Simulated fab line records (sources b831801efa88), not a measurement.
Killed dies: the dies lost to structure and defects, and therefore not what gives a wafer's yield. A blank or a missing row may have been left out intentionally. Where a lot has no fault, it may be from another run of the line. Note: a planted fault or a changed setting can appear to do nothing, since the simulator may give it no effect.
8D (eight disciplines) problem report, filled in by code -- flow sky130 -- the parts of the form that need people (team, actions taken, sign-off) are left out

1. PROBLEM STATEMENT
Mean of plateTempC at SKY_VT_ADJUST_PCH_SOFTBAKE_03: 107.71 C across 6 wafers in 2 lots; on wafers with no fault it is 109.98 C (standard deviation 0.13). That is -17 standard deviations from the usual mean.
Seen first at day 14 07:57 on lithoTrack-03, wafer L137.2. The record holds 39 wafers of 13 lots with a number at this step. The rule behind "out" and "out of limits": a value lying over 4 standard deviations away from the usual mean. The rest of the wafers with a number are treated as sound.

2. WHAT IT IS, WHAT IT ISN'T
question,is,is not
which readings at this step,"plateTempC, heaterPowerTotalW",-
which lots,"L137, L139","L123, L124, L126, L127, L130, L131, L132, L133, L134, L136, L138"
which wafers of those lots,all that have a number,-
read on which tools,lithoTrack-03,"lithoTrack-01, lithoTrack-02"
when,from day 14 07:57,up to then (30 sound wafers); but 3 sound wafers of L138 came after

3. WHAT RULES OUT EACH SUSPECT
Counting: a tool at a process step up to the reading stays a suspect if it ran every lot that is out and no sound lot after the first of them.
- plasmaAsher-01 at SKY_VT_ADJUST_LVTN_STRIP_09 (strips in O2/N2): ruled out as a lasting fault. Sound lots L138 ran on it after its first lot that is out, L137 (day 10 16:04).
- lithoTrack-03 at SKY_VT_ADJUST_PCH_SOFTBAKE_03: kept. It processed each lot that is out, first L137 at day 14 07:57, and no sound lot thereafter; up to then, the last sound lot it processed was L136 at day 14 04:37. Its own heaterPowerTotalW, plateTempC readings are out on those wafers.
After counting, what remains is lithoTrack-03 at SKY_VT_ADJUST_PCH_SOFTBAKE_03.

4. THE CAUSE (what the simulator had put in)
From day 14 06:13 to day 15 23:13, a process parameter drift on lithoTrack-03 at SKY_VT_ADJUST_PCH_SOFTBAKE_03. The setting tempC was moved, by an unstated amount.
Only this tool survived the counting.

5. SEQUENCE OF EFFECTS, ordered by route
Each row: a reading whose mean over the struck wafers that have a number lies more than 3 standard deviations from the usual. Scope: only readings with a usual standard deviation given in the record; hours: median across lots of the time from each lot's start at the first step in this table that gives one to its start at this step; sigmas: change in usual standard deviations.
hours,step,reading,usual,on struck wafers,change,sigmas
0,SKY_VT_ADJUST_PCH_SOFTBAKE_03,heaterPowerTotalW,65.30 W,63.52,-1.77,-13
0,SKY_VT_ADJUST_PCH_SOFTBAKE_03,plateTempC,109.98 C,107.71,-2.27,-17
Here are the process steps it includes:
- SKY_VT_ADJUST_PCH_SOFTBAKE_03

6. WHAT WOULD HAVE CAUGHT IT SOONER
First out-of-limits reading in this record: day 14 07:57, which is 2 hours after fault onset at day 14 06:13.
